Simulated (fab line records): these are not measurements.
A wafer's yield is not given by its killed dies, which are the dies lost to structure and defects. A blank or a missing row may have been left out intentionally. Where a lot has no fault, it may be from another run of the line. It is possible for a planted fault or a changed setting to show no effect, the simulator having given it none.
Problem report, 8D (eight disciplines) form, completed by code    flow gf180mcu    the parts of the form that need people (team, actions taken, sign-off) are left out

1. WHAT IS WRONG
Wafers without a fault read 39.99 Torr, standard deviation 0.081; chamber-pressure-Torr at GF_V5_CVD_23 reads a mean of 37.24 Torr on 2 wafers belonging to 2 lots. Relative to the usual mean, that is a shift of -34 standard deviations.
The step: deposits W, target thk 350 nm, time 104.9 s.
Seen first at day 32 21:08 on cvd-w-02, wafer L648.4. The record has a number at this step for 18 wafers belonging to 6 lots. By rule, "out" or "out of limits" means more than 4 standard deviations away from the usual mean. Any other wafer with a number is counted as sound.

2. WHAT IT IS; WHAT IT IS NOT
question                     is                     is not
which readings at this step  chamber-pressure-Torr  heater-power-outer-w, heater-power-w
which lots                   L648, L651             L637, L642, L643, L647
which wafers of those lots   L648.4, L651.3         L648.2, L648.3, L651.2, L651.4
read on which tools          cvd-w-02               cvd-w-01
when                         from day 32 21:08      up to then (14 sound wafers); but 2 sound wafers of L651 came after

3. WHAT RULES OUT EACH SUSPECT
Counting: any tool at a process step up to the reading remains a suspect provided it ran every lot that is out. Sound lots after the first of them don't rule it out here, since some wafers of a struck lot are sound.
- cvd-w-02 at GF_V5_CVD_23 (deposits W, target thk 350 nm, time 104.9 s): kept. It processed each lot that is out (first: L648, day 32 21:08); up to then, its last sound lot is L643 (day 31 17:41). Its own chamber-pressure-Torr readings are out on those wafers.
- Within cvd-w-02 at GF_V5_CVD_23, the wafers that are out were processed in chamber 0 and their sound lot-mates in chamber 1.
Remaining after the count: cvd-w-02 at GF_V5_CVD_23.

4. THE CAUSE (what the simulator had put in)
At GF_V5_CVD_23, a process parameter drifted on cvd-w-02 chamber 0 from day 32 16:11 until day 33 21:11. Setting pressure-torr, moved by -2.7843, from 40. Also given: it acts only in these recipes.
This tool alone remained once counting was done.

5. SEQUENCE OF EFFECTS, ordered by route
Each row: a reading where the mean over the struck wafers with a number is more than 3 standard deviations away from the usual. Readings are gone through only where the record gives a usual standard deviation; hours: the median, over the lots, of the time from a lot's start at the first step in this table giving one to that lot's start at this step; sigmas: the change measured in usual standard deviations.
hours  step          reading                usual       on struck wafers  change  sigmas
0      GF_V5_CVD_23  chamber-pressure-Torr  39.99 Torr  37.24             -2.75   -34
The process steps in it:
- GF_V5_CVD_23: deposits W, target thk 350 nm, time 104.9 s.
At these later measuring or inspecting steps, every struck wafer for which the step has a row has a number for every such reading, and none has moved that far: GF_V5_RS_MEAS_24.

6. WHAT WOULD HAVE CAUGHT IT SOONER
In this record the first reading out of limits was taken at day 32 21:08, 5 hours after the fault began at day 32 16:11.
